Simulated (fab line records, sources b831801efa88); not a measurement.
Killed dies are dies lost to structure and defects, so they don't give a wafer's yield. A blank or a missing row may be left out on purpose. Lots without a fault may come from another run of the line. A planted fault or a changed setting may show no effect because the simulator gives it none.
A struck lot beside a sound one | flow sky130 | 42 steps out of a route of 708
Sound: wafers L661.1, L661.2, L661.4. Struck: wafers L674.1, L674.3, L674.4. The cause comes at the end.
At each step with rows: each side's tool, then ch and its chambers, then its first start. Under that, the readings that differ: sound wafers | struck wafers | difference of the means | sigmas: that difference in standard deviations of wafers without a fault.
alike: readings whose means differ by less than 2 such deviations, and words and numbers that are the same on both sides. not compared: withheld readings, readings that some wafer has no value for, bounds like >300 that may hide the same value, and numbers for which the record gives no deviation and whose values overlap.
The two part at a step that has a row with sigmas, a row that says differs or no value, or rows on one side only. Numbers that don't overlap but have no deviation are shown without sigmas and don't part them. A reading that every wafer of one side lacks parts them only if that side has two wafers or more.

SKY_POLY_CUT_ETCH_10: etches BARC in N2/H2, stops on SiO2, time 45.9 s, target depth 60 nm.
  sound on rie_diel-02 ch 0,1,3, day 27 18:22; struck on rie_diel-02 ch 0,1,3, day 32 04:22
  alike: drypump_motor_current_A, oes_product_au, throttle_valve_pct
  not compared: rf_hours_counter_h
SKY_POLY_CUT_ETCH_11: etches Si3N4 in CF4/CH2F2/Ar, stops on poly-Si, time 42.5 s, target depth 60 nm.
  sound on rie_diel-02 ch 0,1,3, day 27 18:25; struck on rie_diel-02 ch 0,1,3, day 32 04:25
  alike: drypump_motor_current_A, oes_product_au, throttle_valve_pct
  not compared: rf_hours_counter_h
SKY_POLY_CUT_STRIP_12: strips in O2/N2.
  sound on plasma_asher-01 ch 0,1, day 27 18:27; struck on plasma_asher-04 ch 0,1, day 32 04:27
  alike: drypump_motor_current_A, oes_product_au, strip_time_to_endpoint_s
  not compared: rf_hours_counter_h
then, 7 steps without rows for these wafers: SKY_SD_P_DEHYDRATE_00 (time 60 s); SKY_SD_P_HMDS_01 (prime time 60 s); SKY_SD_P_COAT_02 (resist thk 1140 nm); SKY_SD_P_SOFTBAKE_03 (time 60 s); SKY_SD_P_EXPOSE_04 (exposes mask PSDM, target cd 380 nm); SKY_SD_P_PEB_05; SKY_SD_P_DEVELOP_06 (develop time 60 s).
SKY_SD_P_CD_MEAS_07: target cd 380 nm.
  sound on cd_sem-02, day 28 22:38; struck on cd_sem-01, day 33 06:42
  alike: cd_nm
SKY_SD_P_OVL_MEAS_08:
  sound on overlay-02, day 28 22:46; struck on overlay-01, day 33 06:49
  alike: SD_P_OVL
SKY_SD_P_IMPLANT_09:
  sound on implanter-02 ch 0, day 28 22:47; struck on implanter-04 ch 0, day 33 06:52
  reading            | sound               | struck            | difference | sigmas
  tilt_deg (degrees) | -0.011 0.003 -0.031 | 6.975 6.985 6.969 | +6.989     | +99 or more
  alike: beam_on_s
SKY_SD_P_STRIP_10: strips in O2/N2.
  sound on plasma_asher-02 ch 0,1, day 28 22:56; struck on plasma_asher-02 ch 0,1, day 33 07:01
  reading                      | sound             | struck            | difference | sigmas
  strip_time_to_endpoint_s (s) | 17.54 17.59 17.61 | 17.45 17.47 17.45 | -0.12      | -3
  alike: drypump_motor_current_A, oes_product_au
  not compared: rf_hours_counter_h
SKY_SD_P_TW_MEAS_11:
  sound on film_metro-01, day 28 23:02; struck on film_metro-04, day 33 07:20
  reading | sound          | struck         | difference | sigmas
  SD_P_TW | 2797 2797 2805 | 3029 3015 3021 | +222       | +9
  not compared: hold
then, 8 steps without rows for these wafers: SKY_RES_XHIGH_HMDS_01 (prime time 60 s); SKY_RES_XHIGH_COAT_02 (resist thk 1140 nm); SKY_RES_XHIGH_SOFTBAKE_03 (time 60 s); SKY_RES_XHIGH_EXPOSE_04 (exposes mask URPM, target cd 1270 nm); SKY_RES_XHIGH_PEB_05; SKY_RES_XHIGH_DEVELOP_06 (develop time 60 s); SKY_RES_XHIGH_IMPLANT_07; SKY_RES_XHIGH_STRIP_08 (strips in O2/N2).
SKY_RES_XHIGH_TW_MEAS_09:
  sound on film_metro-03, day 30 02:52; struck on film_metro-01, day 34 09:24
  reading      | sound          | struck         | difference | sigmas
  RES_XHIGH_TW | 1655 1662 1659 | 1619 1621 1624 | -37        | -2
then, 7 steps without rows for these wafers: SKY_SD_N_DEHYDRATE_00 (time 60 s); SKY_SD_N_HMDS_01 (prime time 60 s); SKY_SD_N_COAT_02 (resist thk 1140 nm); SKY_SD_N_SOFTBAKE_03 (time 60 s); SKY_SD_N_EXPOSE_04 (exposes mask NSDM, target cd 380 nm); SKY_SD_N_PEB_05; SKY_SD_N_DEVELOP_06 (develop time 60 s).
SKY_SD_N_CD_MEAS_07: target cd 380 nm.
  sound on cd_sem-01, day 31 06:07; struck on cd_sem-02, day 35 11:34
  alike: cd_nm
SKY_SD_N_OVL_MEAS_08:
  sound on overlay-01, day 31 06:14; struck on overlay-01, day 35 11:41
  alike: SD_N_OVL
then, 3 steps without rows for these wafers: SKY_SD_N_IMPLANT_09; SKY_SD_N_IMPLANT_10; SKY_SD_N_STRIP_11 (strips in O2/N2).
SKY_SD_N_TW_MEAS_12:
  sound on film_metro-01, day 31 06:40; struck on film_metro-03, day 35 12:07
  alike: SD_N_TW
then, 1 step without rows for these wafers: SKY_SD_N_CLEAN_13 (cleans in SC1/SC2, time 150 s).
SKY_SD_N_RTA_14: time 2 s.
  sound on rtp_anneal-02 ch 0, day 31 06:47; struck on rtp_anneal-01 ch 0, day 35 12:14
  alike: lamp_power_pct, wafer_temp_C_max
SKY_SD_N_RS_MEAS_16: measures by four-point-probe.
  sound on film_metro-03, day 31 06:58; struck on film_metro-04, day 35 12:24
  reading          | sound             | struck            | difference | sigmas
  SD_N_RS (ohm/sq) | 68.28 68.40 68.37 | 68.63 68.69 68.67 | +0.31      | +2
SKY_SD_N_RS_MEAS_17: measures by four-point-probe.
  sound on film_metro-03, day 31 07:05; struck on film_metro-04, day 35 12:56
  reading          | sound             | struck            | difference | sigmas
  SD_P_RS (ohm/sq) | 146.8 147.1 147.0 | 138.7 139.3 138.8 | -8.0       | -19
  not compared: hold
-- the record jumps here: 15 days lie between the struck wafers' starts before and after (it left off in module SD_N and takes up again in module PAD_OPEN, whose first step shown is number 708 of the route) --
SKY_PAD_OPEN_PROBE_99:
  sound on prober-02, day 47 23:14; struck on prober-01, day 50 17:31
  reading                         | sound             | struck          | difference | sigmas
  model.etest.res_pdiff.rs_ohm_sq | 198.1 197.2 196.9 | 199.5 202.3 201 | +3.5       |
  alike: killed_at_M0_to_M3, killed_at_M4_up, killed_at_contacts, killed_at_front_end, killed_at_other, killed_dies, killed_open, killed_short

WHERE THEY PART
First at SKY_SD_P_IMPLANT_09; last, within this record, at SKY_SD_N_RS_MEAS_17. Later steps at which nothing parts them and some readings are alike: SKY_PAD_OPEN_PROBE_99.

WHY: what the simulator had put in
Process parameter drift: implanter-04, from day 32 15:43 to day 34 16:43, at SKY_SD_P_IMPLANT_09. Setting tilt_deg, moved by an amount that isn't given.
